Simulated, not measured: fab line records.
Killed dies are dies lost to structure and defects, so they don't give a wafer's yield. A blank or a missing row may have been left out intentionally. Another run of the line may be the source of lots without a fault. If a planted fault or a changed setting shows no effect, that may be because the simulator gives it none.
A lot that was struck, set against a sound lot    flow sky130    18 out of 708 route steps
Sound: these wafers, L184.1, L184.4, L184.5. Wafers struck: L178.1, L178.5, L178.6. At the end, the cause is stated.
Per side, at each step with rows, come the tool, then ch with its chambers, and then its first start. Under that, the readings that differ: sound wafers    struck wafers    difference of the means    sigmas: that difference in standard deviations of wafers without a fault.
alike: words and numbers the same on both sides, and readings whose means are apart by under 2 such deviations; not compared: readings that were withheld, readings missing a value for some wafer, numbers with overlapping values and no deviation given by the record, and bounds like >300 which may hide the same value.
A row with sigmas, a row that says differs or no value, or rows on one side alone: a step with any of these is where the two part. Non-overlapping numbers with no deviation appear without sigmas and do not part them. Lack of a reading on every wafer of one side parts them only where that side has two or more wafers.

first, 4 steps without rows for these wafers: SKY_VT_ADJUST_LVTN_SOFTBAKE_14 (time 60 s); SKY_VT_ADJUST_LVTN_EXPOSE_15 (exposes mask HVN STD DERIVED, target cd 600 nm); SKY_VT_ADJUST_LVTN_PEB_16; SKY_VT_ADJUST_LVTN_DEVELOP_17 (develop time 60 s).
SKY_VT_ADJUST_LVTN_OVL_MEAS_18:
  struck on overlay-01, day 10 23:22; sound on overlay-02, day 12 14:07
  alike: VT_ADJUST_LVTN_01_OVL
next, for these wafers, 1 step has no rows: SKY_VT_ADJUST_LVTN_IMPLANT_19.
SKY_VT_ADJUST_LVTN_STRIP_20: strips in O2/N2.
  sound on plasma asher-02 ch 1, day 12 14:18; struck on plasma asher-01 ch 0,1, day 10 23:33
  alike: chamber pressure mTorr, drypump motor current A, oes product au, strip time to endpoint s
  not compared: rf hours counter h
SKY_VT_ADJUST_LVTN_TW_MEAS_21:
  struck on film metro-04, day 10 23:39; sound on film metro-03, day 12 14:24
  alike: VT_ADJUST_LVTN_2_TW
then, 4 steps without rows for these wafers: SKY_VT_ADJUST_NCORE_DEHYDRATE_00 (time 60 s); SKY_VT_ADJUST_NCORE_HMDS_01 (prime time 60 s); SKY_VT_ADJUST_NCORE_COAT_02 (resist thk 1140 nm); SKY_VT_ADJUST_NCORE_SOFTBAKE_03 (time 60 s).
SKY_VT_ADJUST_NCORE_EXPOSE_04: exposes mask LVTN COMPLEMENT THIN, target cd 380 nm.
  sound on iline stepper-02 ch 0, day 13 02:56; struck on iline stepper-01 ch 0, day 11 11:01
reading                                  sound                 struck          difference  sigmas
model.VT_ADJUST_NCORE.overlay x nm (nm)  0.2248 0.2248 0.2248  -122 -122 -122  -122        
  alike: mask, reticle temp C
then, 2 steps without rows for these wafers: SKY_VT_ADJUST_NCORE_PEB_05; SKY_VT_ADJUST_NCORE_DEVELOP_06 (develop time 60 s).
SKY_VT_ADJUST_NCORE_CD_MEAS_07 targets a cd of 380 nm.
  struck on cd sem-02, day 11 23:02; sound on cd sem-01, day 13 14:31
reading     sound              struck             difference  sigmas
cd nm (nm)  386.7 382.4 382.5  378.1 377.6 379.3  -5.5        -2
SKY_VT_ADJUST_NCORE_OVL_MEAS_08:
  struck on overlay-01, day 11 23:22; sound on overlay-02, day 13 14:38
reading                   sound        struck                difference  sigmas
VT_ADJUST_NCORE_OVL (nm)  1.1 2.0 0.9  -121.3 -121.0 -119.2  -121.8      -99 or more
  not compared: hold
SKY_PAD_OPEN_PROBE_99:
  the record has rows for the sound wafers here (prober-01, day 49 17:23) and none for the struck ones

== WHERE THEY PART ==
At SKY_VT_ADJUST_NCORE_CD_MEAS_07 first; at SKY_PAD_OPEN_PROBE_99 last (within this record only).

WHY: what the simulator had put in
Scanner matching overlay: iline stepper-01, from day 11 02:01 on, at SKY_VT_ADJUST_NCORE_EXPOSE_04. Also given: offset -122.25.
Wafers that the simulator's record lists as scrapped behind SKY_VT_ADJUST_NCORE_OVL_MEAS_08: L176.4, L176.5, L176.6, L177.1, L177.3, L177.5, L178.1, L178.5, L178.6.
